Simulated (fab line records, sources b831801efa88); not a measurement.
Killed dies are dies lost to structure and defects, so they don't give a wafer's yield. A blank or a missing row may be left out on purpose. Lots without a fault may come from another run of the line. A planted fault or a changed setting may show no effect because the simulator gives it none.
fab line records | flow gf180mcu | part 2 of 2: steps 30 to 41 of 41
record lots=5 wafers=15 last_day=34
route steps=602 shown STI@14 DNWELL@32 NWELL@42 LVPWELL@54
lots that met no fault: from a run of the same line without faults
start_h: hours from the record's first day to the start of the lot's first wafer shown | wait_h: hours since the lot's step before | " the same as in the row above | L1.1+2: a row that stands for several wafers | - no value, or no start given | * or withheld: withheld | < > ~ a bound
route shown NAME@n: a module of which the file shows steps, and the number in the route of the first | usual: mean/standard deviation of fault-free wafers | same: alike in all rows | chamber/n: place in a boat | sites: the reading at each site | _std_site: their standard deviation | _edge_site: outer sites' mean less inner sites' | radius_mm: how far each site lies from the wafer's centre | mask NAME#n: copy n | behind: the tool/chamber that last shaped the wafer | hold: why the lot was held/for how many hours/how that ended | device: the transistor (n, p or np) that didn't switch | end of line: the same wafers' tests at the end of the route | a step without rows: its recipe alone | killed: dies lost to structure and defects at the first sort, not the wafer's yield | map: a wafer's dies, x killed, . not, _ none there
set.NAME: the setting as run; set.NAME@STEP: as run at that earlier step | model.NAME: the simulator's own value behind a step, which no gauge read
lots at some steps of the route; a table a step, a row a wafer
services: from which hour (start_h, from the record's first day; less than 0 if before it) a tool's chamber was out of use, for how many hours, and why
## steps
# step GF_NWELL_HMDS_01
# recipe prime_time_s=60 prime_temp_c=120
# columns lot.wafer tool chamber start_h wait_h
L075.4+5+6 litho_track-03 0 54.63 0.1
L077.1+4+5 litho_track-01 0 65.12 0.1
L079.1+3+4 litho_track-03 0 76.56 0.1
L083.2+3+5 litho_track-02 0 97.43 0.1
L094.1+3+5 litho_track-03 0 157.01 0.1
# step GF_NWELL_COAT_02
# recipe spin_rpm=2000 resist_thk_nm=3000
# columns lot.wafer tool chamber start_h wait_h
L075.4+5+6 litho_track-03 0 54.78 0.1
L077.1+4+5 litho_track-01 0 65.27 0.1
L079.1+3+4 litho_track-03 0 76.71 0.1
L083.2+3+5 litho_track-02 0 97.58 0.1
L094.1+3+5 litho_track-03 0 157.16 0.1
# step GF_NWELL_SOFTBAKE_03
# recipe temp_c=110 time_s=withheld
# usual plate_temp_C=110.01/0.13
# columns lot.wafer tool chamber start_h wait_h plate_temp_C
L075.4 litho_track-03 0 54.96 0.1 110.00
L075.5 " 0 " " 110.15
L075.6 " 0 " " 110.07
L077.1 litho_track-01 0 65.42 0.1 109.75
L077.4 " 0 " " 109.85
L077.5 " 0 " " 110.02
L079.1 litho_track-03 0 76.86 0.1 109.91
L079.3 " 0 " " 109.86
L079.4 " 0 " " 109.85
L083.2 litho_track-02 0 97.74 0.1 110.07
L083.3 " 0 " " 110.02
L083.5 " 0 " " 110.04
L094.1 litho_track-03 0 157.31 0.1 109.95
L094.3 " 0 " " 109.94
L094.5 " 0 " " 110.18
# step GF_NWELL_EXPOSE_04
# recipe mask_id=Nwell target_cd_nm=860 na=0.6 source_shape=conventional sigma_outer=0.6 dose_mj=260
# columns lot.wafer tool chamber start_h wait_h mask
L075.4+5+6 iline_stepper-01 0 - - Nwell#0
L077.1+4+5 iline_stepper-01 0 - - Nwell#0
L079.1+3+4 iline_stepper-01 0 - - Nwell#0
L083.2+3+5 iline_stepper-01 0 - - Nwell#0
L094.1+3+5 iline_stepper-01 0 - - Nwell#0
# step GF_NWELL_PEB_05
# recipe temp_c=115 time_s=withheld
# usual plate_temp_C=115.02/0.12
# columns lot.wafer tool chamber start_h wait_h plate_temp_C
L075.4 litho_track-03 0 - - 115.07
L075.5 " 0 " " 114.90
L075.6 " 0 " " 114.95
L077.1 litho_track-02 0 - - 115.01
L077.4 " 0 " " 115.00
L077.5 " 0 " " 115.11
L079.1 litho_track-02 0 - - 114.92
L079.3 " 0 " " 115.12
L079.4 " 0 " " 115.04
L083.2 litho_track-02 0 - - 115.03
L083.3 " 0 " " 115.03
L083.5 " 0 " " 115.14
L094.1 litho_track-03 0 - - 115.00
L094.3 " 0 " " 114.98
L094.5 " 0 " " 114.93
# step GF_NWELL_DEVELOP_06
# recipe wall_angle_deg=90 develop_time_s=60 dev_temp_c=23
# columns lot.wafer tool chamber start_h wait_h
L075.4+5+6 litho_track-03 0 - -
L077.1+4+5 litho_track-02 0 - -
L079.1+3+4 litho_track-02 0 - -
L083.2+3+5 litho_track-02 0 - -
L094.1+3+5 litho_track-03 0 - -
# step GF_NWELL_OVL_MEAS_07
# usual NWELL_OVL=1.1/1.5
# columns lot.wafer tool chamber start_h wait_h NWELL_OVL[nm]
L075.4 overlay-01 - 61.23 - 1.5
L075.5 " - " " 2.0
L075.6 " - " " 0.3
L077.1 overlay-02 - 71.76 - 0.5
L077.4 " - " " -0.9
L077.5 " - " " -0.6
L079.1 overlay-01 - 83.56 - 1.6
L079.3 " - " " 3.0
L079.4 " - " " 1.1
L083.2 overlay-01 - 111.22 - 5.5
L083.3 " - " " 3.6
L083.5 " - " " 4.1
L094.1 overlay-02 - 165.01 - -2.1
L094.3 " - " " -0.1
L094.5 " - " " 0.4
# step GF_NWELL_IMPLANT_08
# recipe species=P energy_kev=450 dose_cm2=1.5e+13 tilt_deg=0
# columns lot.wafer tool chamber start_h wait_h
L075.4+5+6 implanter-03 0 61.32 0.1
L077.1+4+5 implanter-02 0 71.80 0.0
L079.1+3+4 implanter-03 0 83.60 0.0
L083.2+3+5 implanter-03 0 111.27 0.0
L094.1+3+5 implanter-03 0 165.04 0.0
# step GF_NWELL_IMPLANT_09
# recipe species=P energy_kev=161.2 dose_cm2=4e+12 tilt_deg=0
# columns lot.wafer tool chamber start_h wait_h
L075.4+5+6 implanter-03 0 61.47 0.1
L077.1+4+5 implanter-02 0 71.95 0.1
L079.1+3+4 implanter-03 0 83.75 0.1
L083.2+3+5 implanter-03 0 111.42 0.1
L094.1+3+5 implanter-03 0 165.19 0.1
# step GF_NWELL_STRIP_10
# recipe chemistry=O2/N2 power_w=1400 pressure_mtorr=1500 platen_temp_c=250 o2_flow_sccm=3000 n2_flow_sccm=300 overash_fraction=0.5
# usual drypump_motor_current_A=6.0/0.44 heater_power_w=324/49 oes_product_au=0.722/0.0049 strip_time_to_endpoint_s=36.92/0.12
# columns lot.wafer tool chamber start_h wait_h drypump_motor_current_A heater_power_w oes_product_au rf_hours_counter_h strip_time_to_endpoint_s
L075.4 plasma_asher-02 0 61.58 0.1 5.8 307 0.723 - 36.93
L075.5 " 0 " " 5.9 297 0.717 - 37.04
L075.6 " 1 " " 6.0 336 0.717 - 36.93
L077.1 plasma_asher-03 1 72.10 0.1 6.7 392 0.735 26 37.08
L077.4 " 0 " " 6.1 249 0.725 - 37.01
L077.5 " 0 " " 6.1 246 0.716 - 37.10
L079.1 plasma_asher-02 0 83.90 0.1 5.8 302 0.712 45 36.99
L079.3 " 1 " " 6.0 340 0.729 - 37.00
L079.4 " 0 " " 5.8 294 0.724 - 37.03
L083.2 plasma_asher-02 0 111.55 0.1 5.8 298 0.718 48 36.86
L083.3 " 1 " " 6.0 338 0.723 - 36.82
L083.5 " 0 " " 5.9 305 0.726 - 36.96
L094.1 plasma_asher-02 1 165.34 0.1 6.0 346 0.726 54 37.00
L094.3 " 1 " " 6.0 328 0.728 - 37.15
L094.5 " 1 " " 6.0 330 0.724 - 36.99
# step GF_NWELL_TW_MEAS_11
# usual NWELL_TW=1573/8.7
# columns lot.wafer tool chamber start_h wait_h NWELL_TW
L075.4 film_metro-01 - 61.67 0.1 1580
L075.5 " - " " 1579
L075.6 " - " " 1579
L077.1 film_metro-01 - 72.20 0.1 1575
L077.4 " - " " 1581
L077.5 " - " " 1584
L079.1 film_metro-02 - 84.07 0.1 1562
L079.3 " - " " 1563
L079.4 " - " " 1559
L083.2 film_metro-03 - 111.66 0.1 1576
L083.3 " - " " 1571
L083.5 " - " " 1578
L094.1 film_metro-01 - 165.44 0.1 1574
L094.3 " - " " 1567
L094.5 " - " " 1576
# step GF_LVPWELL_DEHYDRATE_00
# recipe temp_c=200 time_s=60
# usual plate_temp_C=200.00/0.16
# columns lot.wafer tool chamber start_h wait_h plate_temp_C
L075.4 litho_track-03 0 67.43 5.7 199.91
L075.5 " 0 " " 200.06
L075.6 " 0 " " 200.03
L077.1 litho_track-02 0 78.26 6.1 199.69
L077.4 " 0 " " 199.72
L077.5 " 0 " " 199.72
L079.1 litho_track-04 0 90.59 6.5 199.89
L079.3 " 0 " " 200.03
L079.4 " 0 " " 199.79
L083.2 litho_track-03 0 118.18 6.5 199.85
L083.3 " 0 " " 199.85
L083.5 " 0 " " 199.96
L094.1 litho_track-03 0 173.21 7.8 199.78
L094.3 " 0 " " 199.87
L094.5 " 0 " " 200.09
## services
# columns tool chamber start_h hours kind
implanter-02 - 8.56 3.5 pm
implanter-03 - 15.53 4.0 repair
iline_stepper-02 - 18.38 8.5 repair
plasma_asher-02 - 25.08 2.8 pm
wet_bench-01 - 35.70 204.0 repair
iline_stepper-02 - 50.46 1.7 pm
cmp-01 - 64.00 4.0 pm
rie_diel-04 0 66.14 5.0 repair
implanter-02 - 66.50 3.0 pm
implanter-04 - 73.50 3.6 pm
rie_si-02 3 78.53 4.9 repair
plasma_asher-02 - 81.70 0.9 repair
implanter-03 - 93.21 4.2 repair
rie_diel-01 0 96.39 5.6 repair
cmp-01 - 97.10 4.5 pm
wet_bench-04 - 97.27 4.4 pm
cmp-02 - 106.36 0.6 repair
plasma_asher-01 - 108.75 9.0 pm
furnace-02 - 109.46 2.9 pm
implanter-04 - 115.27 8.8 repair
furnace-01 - 121.56 3.4 pm
implanter-02 - 148.02 2.2 repair
rie_diel-01 0 148.20 5.9 repair
implanter-02 - 162.65 7.5 repair
